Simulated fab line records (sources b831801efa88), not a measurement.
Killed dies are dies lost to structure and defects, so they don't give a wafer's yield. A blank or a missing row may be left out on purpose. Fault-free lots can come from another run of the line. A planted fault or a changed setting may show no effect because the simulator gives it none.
A lot that was struck, set against a sound lot ; flow gf180mcu ; 36 steps out of a route of 602
Sound: the wafers L254.2, L254.4, L254.6. Struck: wafers L259.2, L259.3 (left out: L259.6, a lot-mate that was not struck); the cause follows at the end.
Per side, at each step with rows, come the tool, then ch with its chambers, and then its first start. Under that, the readings that differ: sound wafers ; struck wafers ; difference of the means ; sigmas: that difference in standard deviations of wafers without a fault.
alike: readings whose means differ by less than 2 such deviations, and words and numbers that are the same on both sides. not compared: withheld readings, readings that some wafer has no value for, bounds like >300 that may hide the same value, and numbers for which the record gives no deviation and whose values overlap.
Wherever a step has rows on one side only, a row that says differs or no value, or a row with sigmas, the two part there. Numbers that have no deviation but don't overlap get no sigmas and don't part them. A reading that every wafer of one side lacks parts them only if that side has two wafers or more.

first, 1 step without rows for these wafers: GF_M5_DEVELOP_06 (develop time 60 s).
GF_M5_CD_MEAS_07: target cd 280 nm.
  sound on cd_sem-01 at day 28 23:59; struck on cd_sem-01 at day 30 17:16
  alike: cd_nm
GF_M5_OVL_MEAS_08:
  sound on overlay-01 at day 29 00:05; struck on overlay-01 at day 30 17:23
  alike: M5_OVL
then, 2 steps without rows for these wafers: GF_M5_ETCH_09 (etches Si3N4 in CF4/O2, target depth 52 nm, time 11.6 s); GF_M5_METAL_ETCH_10 (etches the open film in Cl2/BCl3, stops on SiO2, target depth 627.5 nm, time 104.6 s).
GF_M5_STRIP_11: strips in O2/N2.
  sound on plasma_asher-02 ch 0,1, day 29 00:15; struck on plasma_asher-01 ch 0,1, day 30 17:32
reading;sound;struck;difference;sigmas
oes_product_au (a.u.);0.546 0.546 0.546;0.530 0.537;-0.012;-2
  alike: drypump_motor_current_A, heater_power_w, strip_time_to_endpoint_s
  not compared: rf_hours_counter_h
then, 3 steps without rows for these wafers: GF_M5_STRIP_12 (strips in post etch residue remover, time 1200 s); GF_M5_CLEAN_13 (cleans in DIW); GF_V5_CVD_00 (deposits SiO2, target thk 300 nm, time 50 s).
GF_V5_THK_MEAS_01:
  sound on film_metro-03 at day 29 00:50; struck on film_metro-01 at day 30 18:08
  alike: V5_CVD_00_THK
GF_V5_CVD_02: deposits SiO2 from TEOS, target thk 1450 nm, time 163.28 s.
  sound on pecvd-04 ch 1, day 29 00:53; struck on pecvd-01 ch 0,2, day 30 18:11
  alike: heater_power_w, susceptor_temp_C
GF_V5_THK_MEAS_03:
  sound on film_metro-04 at day 29 01:04; struck on film_metro-04 at day 30 18:19
  alike: V5_CVD_02_THK
GF_V5_CMP_04: polishes SiO2.
  sound on cmp-02 ch 0,1,3, day 29 01:07; struck on cmp-01 ch 1,2, day 30 18:22
reading;sound;struck;difference;sigmas
model.SiO2_of_V5_CVD_02.thk_nm (nm);856.7 853.4 853.5;1066 1072;+214;
  alike: head_pressure_psi, motor_current_A
GF_V5_BOW_MEAS_05:
  sound on film_metro-01 at day 29 01:26; struck on film_metro-04 at day 30 18:58
reading;sound;struck;difference;sigmas
V5_BOW (um);147 147 150;- -;no value on the struck wafers;
  not compared: hold
then, 7 steps without rows for these wafers: GF_V5_HMDS_07 (prime time 60 s); GF_V5_COAT_08; GF_V5_COAT_09 (resist thk 1000 nm); GF_V5_SOFTBAKE_10 (time 60 s); GF_V5_EXPOSE_11 (exposes mask Via5, target cd 260 nm); GF_V5_PEB_12 (peb time 90 s); GF_V5_DEVELOP_13 (develop time 60 s).
GF_V5_CD_MEAS_14: target cd 260 nm.
  sound on cd_sem-02 at day 29 22:36; struck on cd_sem-02 at day 31 12:39
  alike: cd_nm
GF_V5_OVL_MEAS_15:
  sound on overlay-01 at day 29 22:43; struck on overlay-02 at day 31 12:46
  alike: V5_OVL
GF_V5_ETCH_16: etches BARC in N2/H2.
  sound on rie_diel-03 ch 2,3, day 29 22:44; struck on rie_diel-01 ch 0,3, day 31 12:47
  alike: drypump_motor_current_A, oes_product_au, throttle_valve_pct
GF_V5_ETCH_17: etches SiO2 in C4F8/O2/Ar, stops on TiN, target depth 855 nm.
  sound on rie_diel-03 ch 2,3; struck on rie_diel-01 ch 0,3
reading;sound;struck;difference;sigmas
oes_product_au (a.u.);0.849 0.864 0.853;0.980 0.979;+0.124;+30
model.V5.feature_depth_nm (nm);856.7 853.4 853.5;1066 1072;+214;
model.etch.depth_nm (nm);856.7 853.4 853.5;1066 1072;+214;
then, 3 steps without rows for these wafers: GF_V5_STRIP_18 (strips in O2/N2); GF_V5_STRIP_19 (strips in post etch residue remover, time 1200 s); GF_V5_CLEAN_20 (cleans in DIW).
GF_V5_SPUTTER_21: material Ti, target thk 15 nm, time 80.02 s.
  sound on pvd_sputter-02 at day 29 23:25; struck on pvd_sputter-04 at day 31 13:28
  alike: throttle_valve_pct
then, 1 step without rows for these wafers: GF_V5_SPUTTER_22 (material TiN, target thk 10 nm, time 40 s).
GF_V5_CVD_23: deposits W, target thk 350 nm, time 104.9 s.
  sound on cvd_w-01 ch 0,1, day 29 23:31; struck on cvd_w-01 ch 0, day 31 13:34
  alike: heater_power_w, susceptor_temp_C
GF_V5_RS_MEAS_24: the measuring method here is four-point-probe.
  sound on film_metro-03 at day 29 23:40; struck on film_metro-04 at day 31 13:42
  alike: V5_W_RS
GF_V5_THK_MEAS_25: measures by xrf.
  sound on film_metro-03 at day 29 23:46; struck on film_metro-04 at day 31 13:49
  alike: V5_W_THK
GF_V5_CMP_26: polishes, stops on SiO2, t overpolish 15 s, target thk 0 nm.
  sound on cmp-02 ch 0,1,3, day 29 23:49; struck on cmp-02 ch 2,3, day 31 13:52
reading;sound;struck;difference;sigmas
model.SiO2_of_V5_CVD_02.thk_nm (nm);852.9 849.6 849.8;1062 1068;+214;
  alike: head_pressure_psi, motor_current_A
then, 1 step without rows for these wafers: GF_TOP_METAL_SPUTTER_00 (material Ti, target thk 37.5 nm, time 150 s).
GF_PASSIVATION_PROBE_99:
  sound on prober-02 at day 31 15:55; struck on prober-01 at day 33 03:34
reading;sound;struck;difference;sigmas
hold;- - -;await_dispo/1.8h/release await_dispo/1.8h/release;no value on the sound wafers;
model.etest.via5_chain.rc_ohm;6.684 7.114 6.799;8.464 10.28;+2.506;

== WHERE THEY PART ==
Earliest at GF_M5_STRIP_11; latest, in this record, at GF_PASSIVATION_PROBE_99.

WHY: what had been put in by the simulator
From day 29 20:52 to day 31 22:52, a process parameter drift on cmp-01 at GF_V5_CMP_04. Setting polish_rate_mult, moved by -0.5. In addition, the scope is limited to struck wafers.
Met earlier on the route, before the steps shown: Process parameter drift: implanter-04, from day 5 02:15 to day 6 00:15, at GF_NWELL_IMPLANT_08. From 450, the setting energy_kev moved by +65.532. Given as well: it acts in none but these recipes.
